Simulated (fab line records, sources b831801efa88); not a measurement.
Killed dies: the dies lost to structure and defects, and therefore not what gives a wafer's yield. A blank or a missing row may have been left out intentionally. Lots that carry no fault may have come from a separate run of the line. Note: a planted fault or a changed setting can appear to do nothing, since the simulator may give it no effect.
Matching of chambers    flow gf180mcu    GF_STI_ETCH_14 on rie-si-02: 4 sister chambers
The step etches Si in HBr/Cl2/O2, target depth 360 nm, time 102.9 s. 14 wafers are shown with their chamber, then 7 later ones without.

## EACH WAFER AND ITS CHAMBER
wafer   chamber  drypump-motor-current-A (A)  oes-product-au (a.u.)  throttle-valve-pct (%)
L535.4  2        4.9                          1.009                  25.631
L535.5  2        4.9                          1.019                  25.645
L535.6  1        6.1                          1.001                  25.655
L540.3  3        5.7                          0.998                  25.649
L540.5  0        6.3                          1.002                  25.647
L540.6  3        5.7                          0.996                  25.672
L542.1  0        6.3                          0.995                  25.641
L542.2  3        5.6                          0.986                  25.661
L542.4  1        6.1                          0.988                  25.656
L546.2  1        6.1                          0.985                  25.668
L546.3  2        4.9                          1.008                  25.645
L546.5  2        4.9                          1.023                  25.643
L553.2  3        5.7                          0.995                  25.664
L553.4  0        6.3                          0.996                  25.664

SIGNATURES (means of the wafers above)
reading                  chamber 0  chamber 1  chamber 2  chamber 3  scatter within a chamber
drypump-motor-current-A  6.300      6.100      4.900      5.675      0.0274
oes-product-au           0.99767    0.99133    1.01475    0.99375    0.0065
throttle-valve-pct       25.65067   25.65967   25.64100   25.66150   0.00893
Rule: for each reading, subtract the chamber's mean from the wafer's reading, divide by that reading's scatter and square the result; add these up over the readings and take the root, which gives the wafer's distance from the chamber. If the next closest chamber is less than 2 further off than the closest, the wafer can't be placed; otherwise it belongs to the closest. The scatter is the square root of a quotient: the sum, over the shown wafers, of each reading's squared deviation from its chamber's mean, divided by wafers minus chambers.

## WAFERS WITH NO CHAMBER GIVEN
wafer   drypump-motor-current-A (A)  oes-product-au (a.u.)  throttle-valve-pct (%)
L553.6  6.3                          0.998                  25.664
L554.2  6.3                          0.995                  25.645
L554.3  5.7                          0.984                  25.664
L554.4  4.9                          0.999                  25.668
L555.2  6.1                          0.986                  25.656
L555.3  5.7                          0.984                  25.652
L555.6  4.9                          0.999                  25.650

## EACH ONE'S CHAMBER
wafer   from the rows above  in truth
L553.6  0                    0
L554.2  0                    0
L554.3  3                    3
L554.4  2                    2
L555.2  1                    1
L555.3  3                    3
L555.6  2                    2
Correct placement for 7 of the 7. From these rows, 0 cannot be placed. Number placed wrongly: 0.
